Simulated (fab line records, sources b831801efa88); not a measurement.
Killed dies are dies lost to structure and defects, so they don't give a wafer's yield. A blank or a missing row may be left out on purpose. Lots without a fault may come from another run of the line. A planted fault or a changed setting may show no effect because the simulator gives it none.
One fault seen from 2 desks | flow sky130 | each desk has only its own numbers; what lay behind them comes last

THE TOOL OWNER'S DESK: cvd_w-02
The tool's own readings at SKY_VIA4_CVD_18 (deposits W, target thk 505 nm, time 152.14 s): means of the sampled wafers that have a number, for each lot that ran on this tool. A lot is out of limits, marked OUT, if its mean lies more than 4 standard deviations from the usual mean; the brackets give that distance.
Columns: A = chamber_pressure_Torr at SKY_VIA4_CVD_18, usual 40.01 Torr; B = heater_power_w at SKY_VIA4_CVD_18, usual 858 W
lot  | first seen here | A               | B
L381 | day 44 17:41    | 42.87 (+33) OUT | 773
L385 | day 45 19:26    | 42.94 (+34) OUT | 767
L394 | day 48 07:29    | 39.93           | 856
This desk's finding: out of limits on L381, L385; first on L381, day 44 17:41 (chamber_pressure_Torr at SKY_VIA4_CVD_18). In limits: L394.

THE METROLOGY DESK
What the gauges read, lot by lot, whatever tool the lot ran on: means of the sampled wafers that have a number. A lot is out of limits, marked OUT, if its mean lies more than 4 standard deviations from the usual mean; the brackets give that distance.
Columns: A = VIA4_OVL at SKY_VIA4_OVL_MEAS_11, usual 1.2 nm; B = VIA4_W_RS at SKY_VIA4_RS_MEAS_19, usual 0.2259 ohm/sq; C = VIA4_W_THK at SKY_VIA4_THK_MEAS_20, usual 499 nm
lot  | first seen here | A    | B      | C
L381 | day 44 16:55    | 2.6  | 0.2180 | 515
L385 | day 45 18:40    | 1.1  | 0.2201 | 518
L391 | day 47 05:22    | -1.0 | 0.2276 | 496
L393 | day 47 23:01    | 1.8  | 0.2236 | 505
L394 | day 48 06:42    | -0.8 | 0.2229 | 503
L397 | day 48 17:19    | 1.9  | 0.2243 | 499
This desk's finding: nothing out of limits on any of the 6 lots.

PUT TOGETHER
The tool owner's desk could have raised an alarm at day 44 17:41, on L381, L385.
The metrology desk saw nothing out of limits.
The metrology desk has L381, L385 on record, within its limits.
Of the lots named, all ran SKY_VIA4_CVD_18 on cvd_w-02.

WHAT THE SIMULATOR HAD PUT IN
Process parameter drift: cvd_w-02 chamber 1, from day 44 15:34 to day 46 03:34, at SKY_VIA4_CVD_18. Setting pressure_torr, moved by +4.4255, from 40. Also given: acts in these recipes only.
Lots struck among those shown: L381, L385.
Hours from the fault's start to each desk's first reading out of limits: the tool owner's desk, 2.
